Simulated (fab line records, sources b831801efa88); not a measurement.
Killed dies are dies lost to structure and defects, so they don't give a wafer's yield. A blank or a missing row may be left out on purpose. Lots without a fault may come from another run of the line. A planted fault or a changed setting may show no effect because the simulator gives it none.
Chamber matching | flow sky130 | SKY_VIA3_CMP_24 on cmp-01: 4 sister chambers
The step polishes, stops on SiO2, t overpolish 20 s, target thk 0 nm. 8 wafers are shown with their chamber, then 12 later ones without.

WAFERS WITH THEIR CHAMBER
wafer  | chamber | motor_current_A (A) | overpolish_run_s (s)
L084.5 | 2       | 11.3                | 20.015
L085.2 | 3       | 11.3                | 20.008
L085.3 | 2       | 11.6                | 19.991
L088.3 | 0       | 9.7                 | 20.004
L088.5 | 3       | 11.3                | 19.996
L091.2 | 1       | 10.7                | 19.984
L091.4 | 0       | 9.7                 | 20.001
L091.6 | 1       | 10.6                | 20.005

WAFERS WITHOUT THEIR CHAMBER
wafer  | motor_current_A (A) | overpolish_run_s (s)
L092.2 | 11.9                | 19.981
L092.4 | 10.4                | 19.991
L092.6 | 11.1                | 20.006
L093.1 | 11.9                | 19.994
L093.5 | 12.3                | 20.004
L093.6 | 11.1                | 19.996
L094.1 | 10.5                | 19.987
L094.3 | 11.1                | 20.002
L094.4 | 9.7                 | 19.978
L095.1 | 10.4                | 20.002
L095.4 | 10.9                | 20.000
L095.5 | 11.9                | 20.012

WHICH CHAMBER EACH WENT THROUGH
wafer  | from the rows above     | in truth
L092.2 | can't be placed: 2 or 3 | 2
L092.4 | 1                       | 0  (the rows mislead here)
L092.6 | can't be placed: 3 or 2 | 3
L093.1 | can't be placed: 2 or 3 | 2
L093.5 | can't be placed: 2 or 3 | 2
L093.6 | can't be placed: 3 or 2 | 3
L094.1 | 1                       | 1
L094.3 | can't be placed: 3 or 2 | 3
L094.4 | 0                       | 0
L095.1 | 1                       | 1
L095.4 | can't be placed: 1 or 3 | 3
L095.5 | can't be placed: 2 or 3 | 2
Placed correctly: 3 of 12. Can't be placed from these rows: 8 (the true chamber is among the candidates in 8). Placed wrongly: 1.
How it was worked out, from the rows above alone: a wafer's distance from a chamber is the root of the sum, over the readings, of the square of ((its reading less the chamber's mean) divided by the reading's scatter). The wafer belongs to the nearest chamber; if the next one is less than 2 further off, it can't be placed. A chamber's mean is the mean of its shown wafers. The scatter: the root of (the sum of the squares of (reading less its chamber's mean) over the shown wafers, divided by (wafers less chambers)).
